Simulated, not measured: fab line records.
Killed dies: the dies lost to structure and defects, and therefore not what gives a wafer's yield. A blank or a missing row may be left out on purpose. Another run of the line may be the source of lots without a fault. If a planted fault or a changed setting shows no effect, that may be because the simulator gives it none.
Matching of chambers ; flow gf180mcu ; GF_CONTACT_CMP_04 on cmp-01: 4 sister chambers
The step polishes SiO2. 15 wafers are shown with their chamber, then 7 later ones without.

WAFERS PAIRED WITH THEIR CHAMBERS
wafer;chamber;motor_current_A (A);time_to_endpoint_s (s);slurry_filter_dp_kPa (kPa)
L974.3;3;9.5;99;13.37
L974.4;2;12.1;116;13.77
L974.6;2;12.3;120;13.51
L975.1;1;12.7;96;13.47
L975.4;0;12.9;113;13.07
L975.5;3;10.1;100;13.27
L977.2;0;13.8;103;13.63
L977.4;1;13.0;95;13.81
L977.5;1;11.8;102;13.27
L980.3;0;12.5;107;13.60
L980.4;1;13.2;100;13.57
L980.6;3;9.6;102;13.39
L982.1;1;13.5;97;13.47
L982.2;2;13.0;106;13.63
L982.4;0;13.3;114;13.53

SIGNATURES (means of the wafers above)
reading;chamber 0;chamber 1;chamber 2;chamber 3;scatter within a chamber
motor_current_A;13.125;12.840;12.467;9.733;0.545
time_to_endpoint_s;109.25;98.00;114.00;100.33;4.51
slurry_filter_dp_kPa;13.4575;13.5180;13.6367;13.3433;0.191
Rule: a wafer's distance from a chamber is the root of the sum, over the readings, of the square of ((its reading less the chamber's mean) divided by the reading's scatter). If the next closest chamber is less than 2 further off than the closest, the wafer can't be placed; otherwise it belongs to the closest. The scatter: the root of (the sum of the squares of (reading less its chamber's mean) over the shown wafers, divided by (wafers less chambers)).

WAFERS WHOSE CHAMBER IS MISSING
wafer;motor_current_A (A);time_to_endpoint_s (s);slurry_filter_dp_kPa (kPa)
L990.1;13.3;113;13.77
L994.2;13.4;92;13.55
L994.4;11.5;114;13.29
L994.5;12.8;107;13.60
L996.2;12.5;99;13.36
L996.3;10.1;94;13.54
L996.6;12.0;104;13.61

EACH ONE'S CHAMBER
wafer;from the rows above;in truth
L990.1;can't be placed: 2 or 0 or 1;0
L994.2;1;1
L994.4;can't be placed: 2 or 0 or 3 or 1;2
L994.5;can't be placed: 0 or 2 or 1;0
L996.2;can't be placed: 1 or 0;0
L996.3;3;3
L996.6;can't be placed: 1 or 2 or 0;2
2 of 7 placed correctly. From these rows, 5 cannot be placed; in 5 the true chamber is one of the candidates. Number placed wrongly: 0.
